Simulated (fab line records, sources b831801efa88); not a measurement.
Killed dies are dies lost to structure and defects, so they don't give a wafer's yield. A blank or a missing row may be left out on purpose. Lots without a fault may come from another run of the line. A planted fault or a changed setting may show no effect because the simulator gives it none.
fab line records | flow sky130
record lots=12 wafers=36 last_day=50
route steps=708 shown POLY_CUT@315 LI_CONTACT@363 CONTACT@408 METAL1@439
lots that met no fault: from a run of the same line without faults
start_h: hours from the record's first day to the start of the lot's first wafer shown | wait_h: hours since the lot's step before | " the same as in the row above | L1.1+2: a row that stands for several wafers | - no value, or no start given | * or withheld: withheld | < > ~ a bound
route shown NAME@n: a module of which the file shows steps, and the number in the route of the first | usual: mean/standard deviation of fault-free wafers | same: alike in all rows | chamber/n: place in a boat | sites: the reading at each site | _std_site: their standard deviation | _edge_site: outer sites' mean less inner sites' | radius_mm: how far each site lies from the wafer's centre | mask NAME#n: copy n | behind: the tool/chamber that last shaped the wafer | hold: why the lot was held/for how many hours/how that ended | device: the transistor (n, p or np) that didn't switch | end of line: the same wafers' tests at the end of the route | a step without rows: its recipe alone | killed: dies lost to structure and defects at the first sort, not the wafer's yield | map: a wafer's dies, x killed, . not, _ none there
set.NAME: the setting as run; set.NAME@STEP: as run at that earlier step | model.NAME: the simulator's own value behind a step, which no gauge read
steps of the route over a sample of lots; a table a step, a row a wafer
services: from which hour (start_h, from the record's first day; less than 0 if before it) a tool's chamber was out of use, for how many hours, and why
## steps
# step SKY_POLY_CUT_CD_MEAS_08
# recipe target_cd_nm=270
# usual cd_nm=269.9/1.3
# columns lot.wafer tool chamber start_h wait_h cd_nm
L101.2 cd_sem-02 - 573.08 - 271.2
L101.3 " - " " 271.9
L101.4 " - " " 269.9
L105.2 cd_sem-01 - 616.53 - 267.6
L105.3 " - " " 269.2
L105.6 " - " " 269.1
L113.3 cd_sem-02 - 685.10 - 270.3
L113.4 " - " " 269.6
L113.5 " - " " 270.0
L114.1 cd_sem-02 - 696.06 - 269.6
L114.3 " - " " 270.4
L114.5 " - " " 272.2
L115.3 cd_sem-02 - 701.65 - 267.9
L115.5 " - " " 268.8
L115.6 " - " " 266.7
L116.1 cd_sem-02 - 702.11 - 270.4
L116.2 " - " " 270.2
L116.6 " - " " 269.3
L117.2 cd_sem-02 - 709.83 - 269.3
L117.3 " - " " 270.1
L117.4 " - " " 269.2
L118.2 cd_sem-01 - 711.68 - 269.6
L118.3 " - " " 268.3
L118.4 " - " " 269.2
L119.3 cd_sem-02 - 722.65 - 269.7
L119.4 " - " " 268.7
L119.5 " - " " 269.4
L120.2 cd_sem-02 - 729.80 - 270.6
L120.4 " - " " 271.0
L120.6 " - " " 270.9
L121.1 cd_sem-01 - 747.61 - 271.0
L121.4 " - " " 270.0
L121.6 " - " " 269.1
L122.1 cd_sem-01 - 749.12 - 269.6
L122.2 " - " " 268.2
L122.4 " - " " 269.1
# step SKY_LI_CONTACT_THK_MEAS_01
# recipe reads=PSG_of_LI_CONTACT_HDPCVD_00
# usual LI_CONTACT_HDPCVD_THK=927/9.2
# columns lot.wafer tool chamber start_h wait_h LI_CONTACT_HDPCVD_THK[nm]
L101.2 film_metro-01 - 661.19 0.1 916
L101.3 " - " " 910
L101.4 " - " " 917
L105.2 film_metro-03 - 703.15 0.1 932
L105.3 " - " " 923
L105.6 " - " " 930
L113.3 film_metro-03 - 768.45 0.1 935
L113.4 " - " " 928
L113.5 " - " " 924
L114.1 film_metro-01 - 777.98 0.1 933
L114.3 " - " " 938
L114.5 " - " " 928
L115.3 film_metro-02 - 784.11 0.1 932
L115.5 " - " " 953
L115.6 " - " " 931
L116.1 film_metro-02 - 784.68 0.1 927
L116.2 " - " " 924
L116.6 " - " " 928
L117.2 film_metro-03 - 791.55 0.1 941
L117.3 " - " " 932
L117.4 " - " " 922
L118.2 film_metro-02 - 794.31 0.1 921
L118.3 " - " " 911
L118.4 " - " " 921
L119.3 film_metro-01 - 804.22 0.1 928
L119.4 " - " " 935
L119.5 " - " " 933
L120.2 film_metro-03 - 810.15 0.1 920
L120.4 " - " " 937
L120.6 " - " " 926
L121.1 film_metro-03 - 827.49 0.1 918
L121.4 " - " " 930
L121.6 " - " " 927
L122.1 film_metro-02 - 830.49 0.1 940
L122.2 " - " " 933
L122.4 " - " " 943
# step SKY_CONTACT_HDPCVD_02
# recipe material=SiO2 target_thk_nm=565 sigma_open_frac=0.3 time_s=94.2 temp_c=600 sih4_flow_sccm=60 pressure_mtorr=6
# usual run_length_s=122.2/0.71
# columns lot.wafer tool chamber start_h wait_h run_length_s
L101.2 hdpcvd-01 2 720.16 0.0 121.2
L101.3 " 0 " " 122.8
L101.4 " 2 " " 121.6
L105.2 hdpcvd-01 0 760.88 0.0 101.3
L105.3 " 1 " " 122.3
L105.6 " 2 " " 121.4
L113.3 hdpcvd-02 1 824.21 0.0 121.1
L113.4 " 0 " " 122.7
L113.5 " 1 " " 121.8
L114.1 hdpcvd-02 1 833.58 0.1 121.2
L114.3 " 2 " " 123.0
L114.5 " 1 " " 121.5
L115.3 hdpcvd-02 1 839.08 0.0 121.0
L115.5 " 0 " " 122.7
L115.6 " 2 " " 123.7
L116.1 hdpcvd-01 2 840.03 0.1 121.2
L116.2 " 0 " " 122.2
L116.6 " 0 " " 122.8
L117.2 hdpcvd-01 1 847.27 0.0 122.5
L117.3 " 0 " " 122.4
L117.4 " 1 " " 122.0
L118.2 hdpcvd-02 1 848.98 0.1 121.7
L118.3 " 2 " " 122.8
L118.4 " 1 " " 121.6
L119.3 hdpcvd-02 2 859.28 0.0 123.3
L119.4 " 0 " " 122.9
L119.5 " 2 " " 122.7
L120.2 hdpcvd-02 2 865.03 0.0 123.6
L120.4 " 2 " " 122.8
L120.6 " 0 " " 123.5
L121.1 hdpcvd-01 0 882.55 0.1 122.3
L121.4 " 1 " " 121.9
L121.6 " 2 " " 121.3
L122.1 hdpcvd-01 1 885.01 0.1 121.8
L122.2 " 2 " " 121.5
L122.4 " 2 " " 121.5
# step SKY_CONTACT_THK_MEAS_03
# recipe reads=SiO2_of_CONTACT_HDPCVD_02
# usual CONTACT_HDPCVD_THK=566/6.5
# columns lot.wafer tool chamber start_h wait_h CONTACT_HDPCVD_THK[nm]
L101.2 film_metro-04 - 720.29 0.1 564
L101.3 " - " " 565
L101.4 " - " " 562
L105.2 film_metro-04 - 760.96 0.0 436
L105.3 " - " " 560
L105.6 " - " " 552
L113.3 film_metro-02 - 824.30 0.1 566
L113.4 " - " " 576
L113.5 " - " " 565
L114.1 film_metro-03 - 833.65 0.0 576
L114.3 " - " " 569
L114.5 " - " " 569
L115.3 film_metro-02 - 839.17 0.1 568
L115.5 " - " " 573
L115.6 " - " " 568
L116.1 film_metro-04 - 840.10 0.0 564
L116.2 " - " " 563
L116.6 " - " " 555
L117.2 film_metro-03 - 847.34 0.0 561
L117.3 " - " " 557
L117.4 " - " " 562
L118.2 film_metro-04 - 849.06 0.0 562
L118.3 " - " " 564
L118.4 " - " " 573
L119.3 film_metro-02 - 859.37 0.1 568
L119.4 " - " " 579
L119.5 " - " " 574
L120.2 film_metro-02 - 865.11 0.0 565
L120.4 " - " " 559
L120.6 " - " " 575
L121.1 film_metro-02 - 882.62 0.0 559
L121.4 " - " " 560
L121.6 " - " " 561
L122.1 film_metro-04 - 885.08 0.0 564
L122.2 " - " " 561
L122.4 " - " " 556
# step SKY_CONTACT_CMP_04
# recipe material=SiO2 down_force_psi=4 platen_rpm=60 pad_velocity_m_s=0.94248
# usual motor_current_A=12.5/1.4 retaining_ring_pressure_frac=1.001/0.0051 time_to_endpoint_s=85/4.3
# columns lot.wafer tool chamber start_h wait_h motor_current_A retaining_ring_pressure_frac time_to_endpoint_s
L101.2 cmp-02 1 720.34 0.0 11.2 1.003 85
L101.4 " 3 " " 11.1 0.996 94
L101.3 " 0 " " 13.6 0.989 89
L105.2 cmp-02 1 761.06 0.1 11.8 0.996 33
L105.3 " 2 " " 11.6 0.997 86
L105.6 " 1 " " 12.3 0.991 78
L113.3 cmp-02 3 826.18 1.9 11.0 1.004 82
L113.4 " 0 " " 14.9 1.004 87
L113.5 " 3 " " 11.1 1.002 83
L114.1 cmp-01 1 833.71 0.1 10.9 1.002 92
L114.3 " 3 " " 14.3 1.011 86
L114.5 " 2 " " 12.2 1.003 91
L115.3 cmp-01 0 839.21 0.0 11.7 0.996 89
L115.6 " 0 " " 12.0 0.998 89
L115.5 " 1 " " 11.6 1.005 91
L116.2 cmp-02 0 840.16 0.0 14.4 0.997 84
L116.1 " 3 " " 11.9 1.008 85
L116.6 " 1 " " 11.7 1.004 75
L117.2 cmp-02 0 847.44 0.1 14.4 1.000 83
L117.3 " 1 " " 11.5 1.007 76
L117.4 " 2 " " 11.3 0.997 87
L118.3 cmp-02 0 849.11 0.0 13.9 0.992 80
L118.2 " 1 " " 11.8 0.999 79
L118.4 " 2 " " 11.0 0.994 88
L119.3 cmp-01 3 859.51 0.1 15.0 0.999 86
L119.4 " 0 " " 11.3 1.014 91
L119.5 " 1 " " 11.5 1.007 92
L120.4 cmp-01 1 865.16 0.0 10.4 1.003 86
L120.2 " 3 " " 15.2 1.002 85
L120.6 " 1 " " 11.6 1.002 90
L121.4 cmp-01 3 882.73 0.1 14.8 0.993 81
L121.1 " 1 " " 11.3 0.996 83
L121.6 " 3 " " 14.7 0.992 80
L122.2 cmp-01 0 885.14 0.0 11.8 1.011 81
L122.1 " 1 " " 11.0 0.997 81
L122.4 " 2 " " 13.1 1.003 78
# step SKY_METAL1_RS_MEAS_05
# recipe thk_meas_gauge=four-point-probe reads=TiN_of_METAL1_SPUTTER_04+Ti_of_METAL1_SPUTTER_03+AlCu_of_METAL1_SPUTTER_02+TiN_of_METAL1_SPUTTER_01+Ti_of_METAL1_SPUTTER_00
# usual METAL1_ALCU_RS=0.1265/0.0016
# columns lot.wafer tool chamber start_h wait_h METAL1_ALCU_RS[ohm/sq]
L101.2 film_metro-04 - 749.15 0.0 0.1259
L101.3 " - " " 0.1262
L101.4 " - " " 0.1253
L105.2 film_metro-04 - 789.20 0.0 0.1273
L105.3 " - " " 0.1257
L105.6 " - " " 0.1281
L113.3 film_metro-01 - 853.97 0.1 0.1270
L113.4 " - " " 0.1278
L113.5 " - " " 0.1279
L114.1 film_metro-04 - 861.88 0.0 0.1295
L114.3 " - " " 0.1300
L114.5 " - " " 0.1286
L115.3 film_metro-01 - 867.23 0.1 0.1251
L115.5 " - " " 0.1258
L115.6 " - " " 0.1248
L116.1 film_metro-04 - 867.93 0.0 0.1280
L116.2 " - " " 0.1298
L116.6 " - " " 0.1277
L117.2 film_metro-04 - 875.70 0.0 0.1277
L117.3 " - " " 0.1298
L117.4 " - " " 0.1276
L118.2 film_metro-01 - 877.25 0.0 0.1254
L118.3 " - " " 0.1271
L118.4 " - " " 0.1273
L119.3 film_metro-02 - 887.63 0.1 0.1271
L119.4 " - " " 0.1291
L119.5 " - " " 0.1276
L120.2 film_metro-01 - 892.96 0.0 0.1261
L120.4 " - " " 0.1257
L120.6 " - " " 0.1262
L121.1 film_metro-01 - 910.40 0.0 0.1238
L121.4 " - " " 0.1263
L121.6 " - " " 0.1253
L122.1 film_metro-01 - 913.19 0.0 0.1254
L122.2 " - " " 0.1225
L122.4 " - " " 0.1242
## services
# columns tool chamber start_h hours kind
cmp-01 - 739.81 4.4 repair
cmp-01 - 744.21 5.0 pm
cmp-01 - 749.21 4.0 pm
cmp-01 - 753.21 - consumable_replace:conditioner
cmp-01 - 753.21 - consumable_replace:pad
cmp-01 - 759.58 3.8 repair
hdpcvd-01 0 765.60 6.8 repair
hdpcvd-01 - 817.18 0.4 repair
cmp-01 - 823.34 2.7 repair
cmp-01 - 836.44 1.8 repair
cmp-01 - 836.74 0.4 repair
cmp-02 - 856.57 5.7 pm
hdpcvd-02 - 860.53 1.6 repair
hdpcvd-02 1 872.91 6.3 repair
## key
first_sign step=SKY_CONTACT_HDPCVD_02 reading=run_length_s direction=down sigmas=29 usual=* struck=*
effect step=SKY_CONTACT_THK_MEAS_03 reading=CONTACT_HDPCVD_THK direction=down sigmas=20 usual=566 struck=436
effect step=SKY_CONTACT_CMP_04 reading=time_to_endpoint_s direction=down sigmas=12 usual=* struck=*
met_at SKY_CONTACT_HDPCVD_02
struck_lots L105
struck_wafers L105.2
tester_left_out L105
not_acting_at SKY_POLY_CUT_CD_MEAS_08,SKY_LI_CONTACT_THK_MEAS_01,SKY_METAL1_RS_MEAS_05
onset_between 720.16 760.88
fault kind=process_parameter_drift tool=hdpcvd-01 chamber=- onset_h=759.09 steps=SKY_CONTACT_HDPCVD_02 channel=time_s offset=* shape=step end_h=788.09 scope=struck_wafers_only acts_in=* stated=*
# tester_left_out: of these lots the tester's yield and bins aren't shown, on N5 and GAA mostly nor the transistor test; their killed dies are dies lost to structure and defects alone, not to doping, threshold or leakage, so they don't give the yield
